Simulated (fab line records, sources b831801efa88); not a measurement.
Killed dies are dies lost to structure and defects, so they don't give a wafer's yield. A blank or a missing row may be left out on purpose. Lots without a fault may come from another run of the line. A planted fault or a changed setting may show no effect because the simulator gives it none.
A struck lot beside a sound one | flow gf180mcu | 23 steps out of a route of 602
Sound: wafers L594.1, L594.2, L594.3. Struck: wafers L590.1, L590.2, L590.6. The cause comes at the end.
At each step with rows: each side's tool, then ch and its chambers, then its first start. Under that, the readings that differ: sound wafers | struck wafers | difference of the means | sigmas: that difference in standard deviations of wafers without a fault.
alike: readings whose means differ by less than 2 such deviations, and words and numbers that are the same on both sides. not compared: withheld readings, readings that some wafer has no value for, bounds like >300 that may hide the same value, and numbers for which the record gives no deviation and whose values overlap.
The two part at a step that has a row with sigmas, a row that says differs or no value, or rows on one side only. Numbers that don't overlap but have no deviation are shown without sigmas and don't part them. A reading that every wafer of one side lacks parts them only if that side has two wafers or more.

first, 4 steps without rows for these wafers: GF_NSD_SOFTBAKE_03 (time 60 s); GF_NSD_EXPOSE_04 (exposes mask Nplus, target cd 400 nm); GF_NSD_PEB_05; GF_NSD_DEVELOP_06 (develop time 60 s).
GF_NSD_CD_MEAS_07: target cd 400 nm.
  sound on cd_sem-02, day 19 16:07; struck on cd_sem-01, day 18 08:54
  alike: cd_nm
GF_NSD_OVL_MEAS_08:
  sound on overlay-02, day 19 16:14; struck on overlay-02, day 18 09:01
  alike: NSD_OVL
then, 2 steps without rows for these wafers: GF_NSD_IMPLANT_09; GF_NSD_IMPLANT_10.
GF_NSD_STRIP_11: strips in O2/N2.
  sound on plasma_asher-04 ch 0,1, day 19 16:34; struck on plasma_asher-03 ch 0,1, day 18 09:22
  alike: drypump_motor_current_A, heater_power_w, oes_product_au, strip_time_to_endpoint_s
  not compared: rf_hours_counter_h
GF_NSD_TW_MEAS_12:
  sound on film_metro-01, day 19 16:40; struck on film_metro-01, day 18 09:28
  alike: NSD_TW
then, 2 steps without rows for these wafers: GF_PSD_DEHYDRATE_00 (time 60 s); GF_PSD_HMDS_01 (prime time 60 s).
GF_PSD_COAT_02: resist thk 1000 nm.
  sound on litho_track-03 ch 0, day 20 03:37; struck on litho_track-01 ch 0, day 18 20:06
  reading                                  | sound                | struck               | difference | sigmas
  spin_speed_rpm (rpm)                     | 2998.3 3000.7 3002.5 | 2799.1 2798.2 2799.3 | -201.6     | -92
  model.NOVOLAK_of_PSD_COAT_02.thk_nm (nm) | 999.9 999.8 1001     | 1032 1034 1033       | +33        |
  alike: dispense_pressure_kPa
then, 3 steps without rows for these wafers: GF_PSD_SOFTBAKE_03 (time 60 s); GF_PSD_EXPOSE_04 (exposes mask Pplus, target cd 400 nm); GF_PSD_PEB_05.
GF_PSD_DEVELOP_06: develop time 60 s.
  sound on litho_track-03 ch 0, day 20 15:25; struck on litho_track-04 ch 0, day 19 07:39
  reading                                  | sound            | struck         | difference | sigmas
  model.NOVOLAK_of_PSD_COAT_02.thk_nm (nm) | 999.5 999.4 1001 | 1032 1033 1032 | +32        |
GF_PSD_CD_MEAS_07: target cd 400 nm.
  sound on cd_sem-02, day 20 15:34; struck on cd_sem-02, day 19 07:48
  alike: cd_nm
GF_PSD_OVL_MEAS_08:
  sound on overlay-01, day 20 15:41; struck on overlay-02, day 19 07:55
  alike: PSD_OVL
then, 1 step without rows for these wafers: GF_PSD_IMPLANT_09.
GF_PSD_STRIP_10: strips in O2/N2.
  sound on plasma_asher-03 ch 0,1, day 20 15:52; struck on plasma_asher-02 ch 0,1, day 19 08:07
  reading                      | sound             | struck            | difference | sigmas
  strip_time_to_endpoint_s (s) | 16.51 16.54 16.53 | 16.91 16.94 16.91 | +0.39      | +12
  alike: drypump_motor_current_A, heater_power_w, oes_product_au
  not compared: rf_hours_counter_h
GF_PSD_TW_MEAS_11:
  sound on film_metro-02, day 20 15:58; struck on film_metro-02, day 19 08:13
  alike: PSD_TW
GF_PASSIVATION_PROBE_99:
  the record has rows for the sound wafers here (prober-02, day 34 01:59) and none for the struck ones

WHERE THEY PART
First at GF_PSD_COAT_02; last, within this record, at GF_PASSIVATION_PROBE_99.

WHY: what the simulator had put in
Process parameter drift: litho_track-01, from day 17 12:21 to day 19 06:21, at GF_PSD_COAT_02. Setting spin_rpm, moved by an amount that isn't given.
